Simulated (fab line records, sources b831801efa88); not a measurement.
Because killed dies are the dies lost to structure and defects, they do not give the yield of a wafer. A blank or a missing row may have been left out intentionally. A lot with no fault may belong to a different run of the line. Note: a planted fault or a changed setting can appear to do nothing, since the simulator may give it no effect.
fab line records | flow gf180mcu
[record] lots = 6 wafers = 18 last-day = 34
route steps=602 shown CONTACT@314 M1@315
lots with no fault: from the same line, run without faults
start-h: the number of hours between the record's first day and the start of the first shown wafer of the lot | wait-h: hours since the lot's step before | " repeats the value in the row above | L1.1+2: several wafers, shown together as one row | - either no value or no given start | * or withheld: withheld | < > ~ a bound
route shown NAME@n: a module of which the file shows steps, and the number in the route of the first | usual: average and standard deviation across the fault-free wafers | same: alike in all rows | chamber/n: place in a boat | sites: per-site readings | _std_site: standard deviation of those values | _edge_site: outer sites' mean less inner sites' | radius-mm: how far each site lies from the wafer's centre | mask NAME#n: copy n | behind: the tool/chamber that last shaped the wafer | hold: cause of the lot's hold/its duration in hours/its outcome | device: the transistor (n, p or np) that didn't switch | end of line: tests of these same wafers at the route's end | for a step that has no rows: nothing shown but its recipe | killed: count of dies lost to structure and defects at first sort (not the wafer's yield) | map: per-die view of a wafer (x killed, . not killed, _ where there is no die)
set.NAME: the setting that was run; set.NAME@STEP: the one run at that earlier step | model.NAME: the simulator's own value behind a step, which no gauge read
a table for each step, a row for each wafer; lots at some steps of the route
services: from which hour (start-h, from the record's first day; less than 0 if before it) a tool's chamber was out of use, for how many hours, and why
[[steps]]
[step GF_CONTACT_CMP_27]
[recipe] stop-on = SiO2 down-force-psi = 3.5 platen-rpm = 60 t-overpolish-s = 15 target-thk-nm = 0 pad-velocity-m-s = 0.94248
[usual] motor-current-A = 11.2/0.94 overpolish-run-s = 15.000/0.01 slurry-flow-ml-min = 150.0/0.49 time-to-endpoint-s = 72/3.1
// columns lot.wafer tool chamber start-h wait-h motor-current-A overpolish-run-s slurry-flow-ml-min time-to-endpoint-s
L283.3 cmp-02 0 365.42 0.1 11.9 15.003 150.5 72
L283.1 " 1 " " 12.0 14.996 150.0 65
L283.5 " 2 " " 11.5 14.994 150.7 73
L284.4 cmp-02 1 370.17 0.0 12.1 14.999 150.0 72
L284.1 " 0 " " 12.0 15.010 150.2 70
L284.6 " 2 " " 11.6 15.017 150.7 76
L296.2 cmp-02 3 476.49 0.0 11.4 14.989 148.9 75
L296.1 " 1 " " 11.3 15.004 149.7 73
L296.6 " 0 " " 11.3 15.014 149.5 72
L297.3 cmp-02 1 487.09 0.0 11.8 14.992 149.9 76
L297.4 " 0 " " 11.8 15.004 150.4 69
L297.5 " 2 " " 12.1 15.002 149.0 74
L300.2 cmp-01 2 516.51 0.0 9.2 14.989 149.9 76
L300.4 " 0 " " 9.6 15.001 149.7 70
L300.1 " 1 " " 11.5 15.011 150.6 69
L306.1 cmp-01 0 558.53 0.1 9.7 15.007 149.6 73
L306.4 " 2 " " 9.5 15.004 149.9 76
L306.5 " 3 " " 11.2 14.995 150.2 76
[step GF_M1_SPUTTER_00]
[recipe] material = Ti target-thk-nm = 37.5 arriving-ion-energy-ev = 80 substrate-temp-c = 200 chamber-pressure-pa = 2 power-w = 4000 time-s = 150
[usual] throttle-valve-pct = 30.2/1.2
[same] time-s = 150
// columns lot.wafer tool chamber start-h wait-h throttle-valve-pct
L283.1 pvd-sputter-02 - 365.62 0.1 31.6
L283.3 " - " " 29.9
L283.5 " - " " 31.5
L284.1 pvd-sputter-04 - 370.47 0.1 30.0
L284.4 " - " " 29.0
L284.6 " - " " 28.8
L296.1 pvd-sputter-02 - 476.79 0.1 32.0
L296.2 " - " " 31.1
L296.6 " - " " 31.8
L297.3 pvd-sputter-02 - 487.39 0.2 29.9
L297.4 " - " " 31.6
L297.5 " - " " 32.0
L300.1 pvd-sputter-01 - 516.81 0.1 29.1
L300.2 " - " " 30.1
L300.4 " - " " 28.1
L306.1 pvd-sputter-02 - 558.78 0.2 31.6
L306.4 " - " " 30.1
L306.5 " - " " 31.7
[step GF_M1_SPUTTER_01]
[recipe] material = TiN target-thk-nm = 30 power-w = 6500 time-s = 25 chamber-pressure-pa = 0.4
[usual] throttle-valve-pct = 30.2/1.2
[same] time-s = 25
// columns lot.wafer tool chamber start-h wait-h throttle-valve-pct
L283.1 pvd-sputter-02 - 365.72 0.1 31.6
L283.3 " - " " 30.1
L283.5 " - " " 31.1
L284.1 pvd-sputter-04 - 370.57 0.1 30.0
L284.4 " - " " 28.7
L284.6 " - " " 28.7
L296.1 pvd-sputter-02 - 476.89 0.1 32.2
L296.2 " - " " 31.3
L296.6 " - " " 31.9
L297.3 pvd-sputter-02 - 487.49 0.1 29.9
L297.4 " - " " 31.4
L297.5 " - " " 31.8
L300.1 pvd-sputter-01 - 516.91 0.1 29.3
L300.2 " - " " 30.1
L300.4 " - " " 28.1
L306.1 pvd-sputter-02 - 558.88 0.1 31.1
L306.4 " - " " 29.8
L306.5 " - " " 32.2
[step GF_M1_SPUTTER_02]
[recipe] material = AlCu target-thk-nm = 450 power-w = 10600 time-s = 23.9 chamber-pressure-pa = 0.4
[step GF_M1_SPUTTER_03]
[recipe] material = Ti target-thk-nm = 10 substrate-temp-c = 300 chamber-pressure-pa = 0.3 power-w = 3000 time-s = 6.7
[usual] throttle-valve-pct = 30.2/1.2
[same] time-s = 6.7
// columns lot.wafer tool chamber start-h wait-h throttle-valve-pct
L283.1 pvd-sputter-02 - 365.78 0.0 31.4
L283.3 " - " " 30.0
L283.5 " - " " 31.4
L284.1 pvd-sputter-04 - 370.63 0.0 29.7
L284.4 " - " " 28.8
L284.6 " - " " 28.9
L296.1 pvd-sputter-02 - 476.95 0.0 32.2
L296.2 " - " " 31.1
L296.6 " - " " 32.1
L297.3 pvd-sputter-02 - 487.55 0.0 29.8
L297.4 " - " " 31.5
L297.5 " - " " 31.9
L300.1 pvd-sputter-01 - 516.97 0.0 29.0
L300.2 " - " " 30.1
L300.4 " - " " 27.8
L306.1 pvd-sputter-02 - 558.94 0.0 31.2
L306.4 " - " " 30.0
L306.5 " - " " 32.0
[step GF_M1_SPUTTER_04]
[recipe] material = TiN target-thk-nm = 50 power-w = 6500 time-s = 41.7 chamber-pressure-pa = 0.4
[usual] throttle-valve-pct = 30.2/1.2
[same] time-s = 41.7
// columns lot.wafer tool chamber start-h wait-h throttle-valve-pct
L283.1 pvd-sputter-02 - 365.80 0.0 31.8
L283.3 " - " " 30.2
L283.5 " - " " 31.3
L284.1 pvd-sputter-04 - 370.65 0.0 29.8
L284.4 " - " " 29.0
L284.6 " - " " 28.8
L296.1 pvd-sputter-02 - 476.97 0.0 31.9
L296.2 " - " " 31.3
L296.6 " - " " 32.0
L297.3 pvd-sputter-02 - 487.57 0.0 30.0
L297.4 " - " " 31.3
L297.5 " - " " 31.7
L300.1 pvd-sputter-01 - 516.99 0.0 28.8
L300.2 " - " " 29.9
L300.4 " - " " 27.8
L306.1 pvd-sputter-02 - 558.96 0.0 31.3
L306.4 " - " " 30.0
L306.5 " - " " 32.3
[step GF_M1_RS_MEAS_05]
[recipe] thk-meas-gauge = four-point-probe reads = TiN_of_M1_SPUTTER_04+Ti_of_M1_SPUTTER_03+AlCu_of_M1_SPUTTER_02+TiN_of_M1_SPUTTER_01+Ti_of_M1_SPUTTER_00
[usual] M1_ALCU_RS = 0.0695/0.00083
// columns lot.wafer tool chamber start-h wait-h M1_ALCU_RS[ohm/sq]
L283.1 film-metro-02 - 365.84 0.0 0.0693
L283.3 " - " " 0.0702
L283.5 " - " " 0.0699
L284.1 film-metro-03 - 370.69 0.0 0.0683
L284.4 " - " " 0.0704
L284.6 " - " " 0.0707
L296.1 film-metro-02 - 477.01 0.0 0.0681
L296.2 " - " " 0.0693
L296.6 " - " " 0.0678
L297.3 film-metro-02 - 487.65 0.1 0.0701
L297.4 " - " " 0.0690
L297.5 " - " " 0.0680
L300.1 film-metro-01 - 517.03 0.0 0.0700
L300.2 " - " " 0.0689
L300.4 " - " " 0.0704
L306.1 film-metro-02 - 559.00 0.0 0.0698
L306.4 " - " " 0.0700
L306.5 " - " " 0.0696
[step GF_M1_THK_MEAS_06]
[recipe] thk-meas-gauge = xrf reads = AlCu_of_M1_SPUTTER_02
[usual] M1_ALCU_THK = 449/5.4
// columns lot.wafer tool chamber start-h wait-h M1_ALCU_THK[nm]
L283.1 film-metro-02 - 365.96 0.1 452
L283.3 " - " " 446
L283.5 " - " " 447
L284.1 film-metro-03 - 370.81 0.1 457
L284.4 " - " " 441
L284.6 " - " " 440
L296.1 film-metro-02 - 477.13 0.1 455
L296.2 " - " " 450
L296.6 " - " " 458
L297.3 film-metro-02 - 487.75 0.1 446
L297.4 " - " " 452
L297.5 " - " " 458
L300.1 film-metro-01 - 517.15 0.1 445
L300.2 " - " " 453
L300.4 " - " " 442
L306.1 film-metro-02 - 559.12 0.1 445
L306.4 " - " " 447
L306.5 " - " " 443
[step GF_M1_DEHYDRATE_07]
[recipe] temp-c = 200 time-s = 60
[step GF_M1_HMDS_08]
[recipe] prime-time-s = 60 prime-temp-c = 120
[step GF_M1_COAT_09]
[recipe] resist = KrF spin-rpm = withheld resist-thk-nm = 1000
[step GF_M1_SOFTBAKE_10]
[recipe] temp-c = 130 time-s = 60 resist = KrF
[step GF_M1_EXPOSE_11]
[recipe] mask-id = Metal1 target-cd-nm = 230 na = 0.68 source-shape = conventional sigma-outer = 0.6 dose-mj = 28
[usual] exposure-dose-mJ-cm2 = 28.005/0.029 focus-offset-nm = -0.1/0.5 stage-vel-mm-s = 499.92/0.28
// columns lot.wafer tool chamber start-h wait-h mask exposure-dose-mJ-cm2 focus-offset-nm stage-vel-mm-s
L283.1 krf-scanner-01 0 377.56 - Metal1#0 28.061 0.6 499.74
L283.3 " 0 " " Metal1#0 27.954 0.6 499.99
L283.5 " 0 " " Metal1#0 28.009 0.5 499.77
L284.1 krf-scanner-01 0 382.42 - Metal1#0 28.019 -0.4 500.27
L284.4 " 0 " " Metal1#0 28.006 -0.2 499.89
L284.6 " 0 " " Metal1#0 27.985 -0.1 500.26
L296.1 krf-scanner-02 - 489.27 - Metal1#0 - - -
L296.2 " - " " Metal1#0 - - -
L296.6 " - " " Metal1#0 - - -
L297.3 krf-scanner-01 - 500.02 - Metal1#0 - - -
L297.4 " - " " Metal1#0 - - -
L297.5 " - " " Metal1#0 - - -
L300.1 krf-scanner-02 0 528.67 - Metal1#0 28.003 0.4 499.82
L300.2 " 0 " " Metal1#0 28.011 0.1 499.65
L300.4 " 0 " " Metal1#0 27.992 0.9 499.90
L306.1 krf-scanner-02 0 569.79 - Metal1#0 28.029 -0.8 500.11
L306.4 " 0 " " Metal1#0 27.988 0.0 500.10
L306.5 " 0 " " Metal1#0 28.016 0.5 500.11
[step GF_M1_PEB_12]
[recipe] peb-temp-c = 135 peb-time-s = 90 resist = KrF
[[services]]
// columns tool chamber start-h hours kind
krf-scanner-01 - 369.76 0.3 repair
krf-scanner-02 - 388.49 0.8 pm
cmp-02 - 403.59 3.2 pm
pvd-sputter-02 - 410.41 4.9 repair
krf-scanner-01 - 424.66 7.2 pm
krf-scanner-02 - 432.54 3.6 pm
krf-scanner-01 - 434.09 0.6 repair
krf-scanner-02 - 439.14 11.1 repair
cmp-02 - 439.90 6.6 pm
krf-scanner-02 - 450.25 1.0 pm
pvd-sputter-01 - 450.64 0.9 repair
krf-scanner-02 - 459.27 1.3 pm
pvd-sputter-04 - 465.95 21.9 repair
krf-scanner-01 - 473.95 3.0 repair
pvd-sputter-04 - 477.51 10.6 repair
krf-scanner-01 - 488.37 1.0 pm
krf-scanner-01 - 489.54 0.8 pm
pvd-sputter-02 - 490.61 0.8 repair
pvd-sputter-02 - 502.87 13.0 repair
cmp-02 - 550.99 14.7 pm
pvd-sputter-02 - 566.49 4.0 repair
cmp-02 - 568.86 2.2 repair
cmp-02 - 569.16 1.8 repair
pvd-sputter-02 - 569.58 3.6 repair
[[key]]
[first-sign] step = GF_M1_EXPOSE_11 reading = tool-record direction = missing
effect none on later readings
met-at GF_M1_EXPOSE_11
struck-wafers L296.1,L296.2,L296.6,L297.3,L297.4,L297.5
later-rows-left-out L296.1,L296.2,L296.6,L297.3,L297.4,L297.5
sort-left-out L296.1,L296.2,L296.6,L297.3,L297.4,L297.5
onset-between 382.42 489.27
[fault] kind = skipped-step-whole tool = krf-scanner-01,krf-scanner-02 chamber = - onset-h = 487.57 steps = GF_M1_EXPOSE_11 scope = struck-lots-only
// sort-left-out: the simulated sort isn't trusted on such a fault, so these wafers' sort isn't shown, and their yield isn't known
// later-rows-left-out: the simulator's readings of these wafers behind a module that went badly wrong aren't trusted and aren't shown, but for the sort
